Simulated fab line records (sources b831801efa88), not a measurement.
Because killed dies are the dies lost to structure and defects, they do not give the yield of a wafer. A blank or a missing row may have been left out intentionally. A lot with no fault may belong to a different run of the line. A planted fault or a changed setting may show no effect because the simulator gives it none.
Chamber matching -- flow gf180mcu -- GF_V2_CMP_26 on cmp-01: 4 sister chambers
The step polishes, stops on SiO2, t overpolish 15 s, target thk 0 nm. 4 wafers are shown with their chamber, then 12 later ones without.

== EACH WAFER AND ITS CHAMBER ==
wafer,chamber,motorCurrentA (A)
L088.1,3,10.8
L089.1,1,11.0
L089.3,2,11.0
L089.5,0,11.2

== WAFERS WITH NO CHAMBER GIVEN ==
wafer,motorCurrentA (A)
L094.1,11.8
L094.5,11.1
L094.6,11.6
L094.2,11.0
L094.3,10.2
L094.4,11.2
L095.4,12.3
L095.5,11.0
L095.6,10.5
L097.2,11.2
L097.3,9.9
L097.5,11.1

== THE CHAMBER EACH PASSED THROUGH ==
wafer,from the rows above,in truth
L094.1,can't be placed: 0 or 1 or 2 or 3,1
L094.5,can't be placed: 0 or 1 or 2 or 3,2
L094.6,can't be placed: 0 or 1 or 2 or 3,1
L094.2,can't be placed: 1 or 2 or 0 or 3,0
L094.3,can't be placed: 3 or 1 or 2 or 0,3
L094.4,can't be placed: 0 or 1 or 2 or 3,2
L095.4,can't be placed: 0 or 1 or 2 or 3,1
L095.5,can't be placed: 1 or 2 or 0 or 3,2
L095.6,can't be placed: 3 or 1 or 2 or 0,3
L097.2,can't be placed: 0 or 1 or 2 or 3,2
L097.3,can't be placed: 3 or 1 or 2 or 0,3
L097.5,can't be placed: 0 or 1 or 2 or 3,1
0 of 12 placed correctly. Can't be placed from these rows: 12 (the true chamber is among the candidates in 12). Wrongly placed: 0.
How it was worked out, from the rows above alone: a wafer's distance from a chamber is the root of the sum, over the readings, of the square of ((its reading less the chamber's mean) divided by the reading's scatter). If the next closest chamber is less than 2 further off than the closest, the wafer can't be placed; otherwise it belongs to the closest. Each chamber's mean is taken over the wafers shown for it. The scatter (one wafer shown for each chamber): square how far every hidden wafer sits from the nearest shown wafer, average those squares and take the square root.
